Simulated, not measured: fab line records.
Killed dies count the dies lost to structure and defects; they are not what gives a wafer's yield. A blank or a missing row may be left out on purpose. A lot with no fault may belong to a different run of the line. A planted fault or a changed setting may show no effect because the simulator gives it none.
One fault through the eyes of 2 desks || flow gf180mcu || each desk has only its own numbers; what lay behind them comes last

## FOR THE TOOL OWNER'S DESK: rieDiel-04
The tool's own readings at GF_STI_ETCH_13 (etches the open film in CHF3/O2, stops on Si, target depth 282.31 nm, time 112.9 s): means of the sampled wafers that have a number, for each lot that ran on this tool. A lot is out of limits, marked OUT, if its mean lies more than 4 standard deviations from the usual mean; the brackets give that distance.
Columns: A = drypumpMotorCurrentA at GF_STI_ETCH_13, usual 6.0 A; B = oesProductAu at GF_STI_ETCH_13, usual 0.834 a.u.; C = throttleValvePct at GF_STI_ETCH_13, usual 8.811 %
{"lot": "L738", "first seen here": "day 2 01:44", "A": 6.1, "B": 0.831, "C": 8.793}
{"lot": "L739", "first seen here": "day 2 09:32", "A": 6.4, "B": 0.834, "C": 8.812}
{"lot": "L747", "first seen here": "day 4 00:46", "A": 6.5, "B": 0.823, "C": 8.818}
{"lot": "L760", "first seen here": "day 6 18:29", "A": 6.1, "B": 0.835, "C": 8.813}
Result from this desk: across the 4 lots, nothing is out of limits.

## METROLOGY DESK
Means of the sampled wafers that have a number, per lot and without regard to the tool the lot ran on: this is what the gauges read. A lot is out of limits, marked OUT, if its mean lies more than 4 standard deviations from the usual mean; the brackets give that distance.
Columns: A = STI_OXIDATION_THK at GF_STI_THK_MEAS_02, usual 9.97 nm
{"lot": "L738", "first seen here": "day 1 12:31", "A": 9.82}
{"lot": "L739", "first seen here": "day 1 19:05", "A": 9.81}
{"lot": "L741", "first seen here": "day 2 02:31", "A": 10.01}
{"lot": "L747", "first seen here": "day 3 11:11", "A": 9.64}
{"lot": "L753", "first seen here": "day 4 14:31", "A": 9.68}
{"lot": "L754", "first seen here": "day 4 19:53", "A": 9.99}
{"lot": "L756", "first seen here": "day 5 06:32", "A": 10.16}
{"lot": "L758", "first seen here": "day 5 16:52", "A": 10.06}
{"lot": "L759", "first seen here": "day 5 20:31", "A": 9.95}
{"lot": "L760", "first seen here": "day 6 01:31", "A": 10.22}
{"lot": "L761", "first seen here": "day 6 06:32", "A": 9.75}
Result from this desk: across the 11 lots, nothing is out of limits.

## BROUGHT TOGETHER
Nothing out of limits was seen by the tool owner's desk.
Nothing out of limits was seen by the metrology desk.

## WHAT WAS PUT IN BY THE SIMULATOR
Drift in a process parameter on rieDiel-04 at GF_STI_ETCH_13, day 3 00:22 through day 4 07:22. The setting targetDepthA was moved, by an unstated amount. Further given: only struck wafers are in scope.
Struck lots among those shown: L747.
